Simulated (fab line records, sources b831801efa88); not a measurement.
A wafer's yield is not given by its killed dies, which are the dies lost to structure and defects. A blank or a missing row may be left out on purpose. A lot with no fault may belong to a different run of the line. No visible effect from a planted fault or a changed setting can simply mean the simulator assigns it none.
Chamber matching :: flow sky130 :: SKY_VIA2_ETCH_15 on rie-diel-01 has 4 sister chambers
The step etches SiO2 in C4F8/O2/Ar, stops on TiN, target depth 546 nm, time 84 s. 8 wafers are shown with their chamber, then 6 later ones without.

== WAFERS, EACH WITH ITS CHAMBER ==
wafer: L978.3
chamber: 1
oes-product-au (a.u.): 0.939

wafer: L979.2
chamber: 3
oes-product-au (a.u.): 0.936

wafer: L981.1
chamber: 1
oes-product-au (a.u.): 0.941

wafer: L981.5
chamber: 3
oes-product-au (a.u.): 0.944

wafer: L991.6
chamber: 0
oes-product-au (a.u.): 0.938

wafer: L994.2
chamber: 2
oes-product-au (a.u.): 0.946

wafer: L994.5
chamber: 2
oes-product-au (a.u.): 0.947

wafer: L994.6
chamber: 0
oes-product-au (a.u.): 0.952

== WAFERS WITH NO CHAMBER GIVEN ==
wafer: L993.3
oes-product-au (a.u.): 0.940

wafer: L993.5
oes-product-au (a.u.): 0.937

wafer: L993.6
oes-product-au (a.u.): 0.933

wafer: L995.1
oes-product-au (a.u.): 0.939

wafer: L995.2
oes-product-au (a.u.): 0.944

wafer: L995.5
oes-product-au (a.u.): 0.948

== EACH ONE'S CHAMBER ==
wafer: L993.3
from the rows above: can't be placed: 1 or 3 or 0 or 2
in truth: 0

wafer: L993.5
from the rows above: can't be placed: 1 or 3 or 0 or 2
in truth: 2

wafer: L993.6
from the rows above: can't be placed: 1 or 3 or 0 or 2
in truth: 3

wafer: L995.1
from the rows above: can't be placed: 1 or 3 or 0 or 2
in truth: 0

wafer: L995.2
from the rows above: can't be placed: 0 or 2 or 1 or 3
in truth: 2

wafer: L995.5
from the rows above: can't be placed: 2 or 0 or 1 or 3
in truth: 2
Correctly placed: 0 of 6. These rows do not allow placing 6 (true chamber among the candidates in 6). Number placed wrongly: 0.
How it was worked out, from the rows above alone: a wafer's distance from a chamber is the root of the sum, over the readings, of the square of ((its reading less the chamber's mean) divided by the reading's scatter). The wafer belongs to the nearest chamber; if the next one is less than 2 further off, it can't be placed. Each chamber's mean is taken over the wafers shown for it. How the scatter is found: for the shown wafers, subtract from each reading the mean of its chamber, square and add these, divide the total by (wafers less chambers), then take the root.
